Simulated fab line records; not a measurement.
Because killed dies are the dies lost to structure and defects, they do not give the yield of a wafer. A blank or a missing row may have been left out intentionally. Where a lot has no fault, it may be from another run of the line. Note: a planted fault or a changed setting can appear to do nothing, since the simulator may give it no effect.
Which of the tools did it? :: flow gf180mcu :: Sampling: 13 lots, 39 wafers, 3 of 602 route steps

WHAT THE GAUGES READ, wafer by wafer
GF_PSD_OVL_MEAS_08. Usual: for PSD_OVL the level is 0.8 nm and the standard deviation is 1.2.
lot: L922
measured: day 15 01:19
on: overlay-01
PSD_OVL (nm): 0.5 2.2 -0.2
flag: 

lot: L923
measured: day 15 04:38
on: overlay-01
PSD_OVL (nm): 2.4 0.8 1.7
flag: 

lot: L924
measured: day 15 09:46
on: overlay-01
PSD_OVL (nm): 1.5 2.3 0.1
flag: 

lot: L925
measured: day 15 18:03
on: overlay-01
PSD_OVL (nm): 2.6 4.4 3.0
flag: 

lot: L926
measured: day 16 01:31
on: overlay-02
PSD_OVL (nm): 1.6 0.3 -0.5
flag: 

lot: L931
measured: day 17 15:42
on: overlay-02
PSD_OVL (nm): -0.7 -1.1 0.0
flag: 

lot: L937
measured: day 19 22:01
on: overlay-02
PSD_OVL (nm): 1.7 1.0 1.8
flag: 

lot: L938
measured: day 20 07:58
on: overlay-01
PSD_OVL (nm): -0.8 -1.8 -0.9
flag: 

lot: L939
measured: day 20 16:17
on: overlay-02
PSD_OVL (nm): 1.5 -1.2 1.8
flag: 

lot: L941
measured: day 21 03:42
on: overlay-02
PSD_OVL (nm): 1.0 1.3 1.2
flag: 

lot: L942
measured: day 21 14:35
on: overlay-01
PSD_OVL (nm): 0.5 2.6 0.9
flag: 

lot: L943
measured: day 21 19:12
on: overlay-01
PSD_OVL (nm): 0.4 1.6 2.1
flag: 

lot: L944
measured: day 22 01:22
on: overlay-01
PSD_OVL (nm): 0.6 -0.2 0.8
flag: 

WHAT TOOL EACH LOT RAN ON (gives the tool, then ch and the chambers of the sampled wafers, and finally the start)
lot: L922
GF_VT_IMPLANT_WET_ETCH_50: wet bench-02 ch 3, day 8 06:40
GF_HV_LDD_ETCHBACK_58: rie diel-03 ch 2,3, day 13 07:36

lot: L923
GF_VT_IMPLANT_WET_ETCH_50: wet bench-03 ch 2, day 8 08:05
GF_HV_LDD_ETCHBACK_58: rie diel-03 ch 0,1,2, day 13 10:54

lot: L924
GF_VT_IMPLANT_WET_ETCH_50: wet bench-01 ch 1, day 8 15:58
GF_HV_LDD_ETCHBACK_58: rie diel-03 ch 1,2, day 13 15:25

lot: L925
GF_VT_IMPLANT_WET_ETCH_50: wet bench-03 ch 2, day 8 20:24
GF_HV_LDD_ETCHBACK_58: rie diel-01 ch 1,2,3, day 13 23:07

lot: L926
GF_VT_IMPLANT_WET_ETCH_50: wet bench-02 ch 3, day 9 02:14
GF_HV_LDD_ETCHBACK_58: rie diel-03 ch 0,2,3, day 14 05:56

lot: L931
GF_VT_IMPLANT_WET_ETCH_50: wet bench-02 ch 2, day 10 07:22
GF_HV_LDD_ETCHBACK_58: rie diel-03 ch 1,2,3, day 15 18:24

lot: L937
GF_VT_IMPLANT_WET_ETCH_50: wet bench-01 ch 0, day 12 02:23
GF_HV_LDD_ETCHBACK_58: rie diel-03 ch 0,1,2, day 17 22:08

lot: L938
GF_VT_IMPLANT_WET_ETCH_50: wet bench-01 ch 0, day 12 08:52
GF_HV_LDD_ETCHBACK_58: rie diel-01 ch 1,3, day 18 07:04

lot: L939
GF_VT_IMPLANT_WET_ETCH_50: wet bench-01 ch 0, day 12 16:08
GF_HV_LDD_ETCHBACK_58: rie diel-03 ch 0,2,3, day 18 15:10

lot: L941
GF_VT_IMPLANT_WET_ETCH_50: wet bench-01 ch 1, day 13 03:19
GF_HV_LDD_ETCHBACK_58: rie diel-03 ch 1,3, day 19 02:32

lot: L942
GF_VT_IMPLANT_WET_ETCH_50: wet bench-03 ch 2, day 13 11:08
GF_HV_LDD_ETCHBACK_58: rie diel-04 ch 0,1, day 19 14:03

lot: L943
GF_VT_IMPLANT_WET_ETCH_50: wet bench-03 ch 2, day 13 16:54
GF_HV_LDD_ETCHBACK_58: rie diel-04 ch 0,2, day 19 19:38

lot: L944
GF_VT_IMPLANT_WET_ETCH_50: wet bench-01 ch 1, day 13 22:34
GF_HV_LDD_ETCHBACK_58: rie diel-01 ch 1,2, day 20 00:52
- GF_VT_IMPLANT_WET_ETCH_50: etches SiO2 in dHF, target depth 20 nm, time 400 s.
- GF_HV_LDD_ETCHBACK_58: etches Si3N4 in CH3F/O2, stops on SiO2, time 100 s, target depth 90 nm.

AS READ BY THE TOOLS THEMSELVES (means over the sampled wafers that have a number; for cases with no such wafer, the mark the record gives instead)
GF_VT_IMPLANT_WET_ETCH_50. Usual: temp c reads 24.98 C (standard deviation 0.093).
lot: L922
tool: wet bench-02
temp c (C): 24.92
flag: 

lot: L923
tool: wet bench-03
temp c (C): 25.13
flag: 

lot: L924
tool: wet bench-01
temp c (C): 24.88
flag: 

lot: L925
tool: wet bench-03
temp c (C): 25.04
flag: 

lot: L926
tool: wet bench-02
temp c (C): 25.05
flag: 

lot: L931
tool: wet bench-02
temp c (C): 25.95
flag: OFF

lot: L937
tool: wet bench-01
temp c (C): 24.98
flag: 

lot: L938
tool: wet bench-01
temp c (C): 24.98
flag: 

lot: L939
tool: wet bench-01
temp c (C): 25.02
flag: 

lot: L941
tool: wet bench-01
temp c (C): 24.91
flag: 

lot: L942
tool: wet bench-03
temp c (C): 24.94
flag: 

lot: L943
tool: wet bench-03
temp c (C): 24.93
flag: 

lot: L944
tool: wet bench-01
temp c (C): 25.08
flag: 

GF_HV_LDD_ETCHBACK_58. Usual: drypump motor current A 5.7 A, standard deviation 0.39; oes product au 0.842 a.u., standard deviation 0.0071; throttle valve pct 10.560 %, standard deviation 0.0096.
lot: L922
tool: rie diel-03
drypump motor current A (A): 5.2
oes product au (a.u.): 0.844
throttle valve pct (%): 10.563
flag: 

lot: L923
tool: rie diel-03
drypump motor current A (A): 5.6
oes product au (a.u.): 0.841
throttle valve pct (%): 10.563
flag: 

lot: L924
tool: rie diel-03
drypump motor current A (A): 5.8
oes product au (a.u.): 0.841
throttle valve pct (%): 10.553
flag: 

lot: L925
tool: rie diel-01
drypump motor current A (A): 5.6
oes product au (a.u.): 0.836
throttle valve pct (%): 10.561
flag: 

lot: L926
tool: rie diel-03
drypump motor current A (A): 5.3
oes product au (a.u.): 0.831
throttle valve pct (%): 10.557
flag: 

lot: L931
tool: rie diel-03
drypump motor current A (A): 5.6
oes product au (a.u.): 0.842
throttle valve pct (%): 10.562
flag: 

lot: L937
tool: rie diel-03
drypump motor current A (A): 5.6
oes product au (a.u.): 0.844
throttle valve pct (%): 10.569
flag: 

lot: L938
tool: rie diel-01
drypump motor current A (A): 5.4
oes product au (a.u.): 0.846
throttle valve pct (%): 10.560
flag: 

lot: L939
tool: rie diel-03
drypump motor current A (A): 5.4
oes product au (a.u.): 0.837
throttle valve pct (%): 10.546
flag: 

lot: L941
tool: rie diel-03
drypump motor current A (A): 5.9
oes product au (a.u.): 0.846
throttle valve pct (%): 10.554
flag: 

lot: L942
tool: rie diel-04
drypump motor current A (A): 5.8
oes product au (a.u.): 0.853
throttle valve pct (%): 10.566
flag: 

lot: L943
tool: rie diel-04
drypump motor current A (A): 5.5
oes product au (a.u.): 0.850
throttle valve pct (%): 10.561
flag: 

lot: L944
tool: rie diel-01
drypump motor current A (A): 5.6
oes product au (a.u.): 0.847
throttle valve pct (%): 10.566
flag: 

THE ANSWER, worked out from the rows above alone
Rule: a lot counts as off when the mean over its wafers that have a number is more than 3 standard deviations away from the usual mean. A lot without any number at a reading at which 4 lots or more have one is off too. All remaining lots with rows at the step are treated as sound. First the gauges in route order, then the tools' own readings, where a lot's mean is used as printed above. At the first step where some lot is off, the reading lying furthest off is the one used; lots without a number count as furthest.
Off: L931 (GF_VT_IMPLANT_WET_ETCH_50, temp c).
A tool fits if, at that step or a process step before it, it ran every lot that is off, and no sound lot after the first of them. One fits: wet bench-02 at GF_VT_IMPLANT_WET_ETCH_50. A fault onset in the window from L926 (day 9 02:14, its last sound lot) to L931 (day 10 07:22, its first lot off) fits.
The tool's own readings at GF_VT_IMPLANT_WET_ETCH_50 bear it out: on the lots that are off they differ by more than 5 times the standard deviation of the sound lots' means. temp c reads 25.95 C there against 24.99 C on the sound lots.

WHAT THE SIMULATOR PUT IN
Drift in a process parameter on wet bench-02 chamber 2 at GF_VT_IMPLANT_WET_ETCH_50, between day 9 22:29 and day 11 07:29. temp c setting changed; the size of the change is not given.
Struck lots among those shown: L931. The rule above reached the same finding.
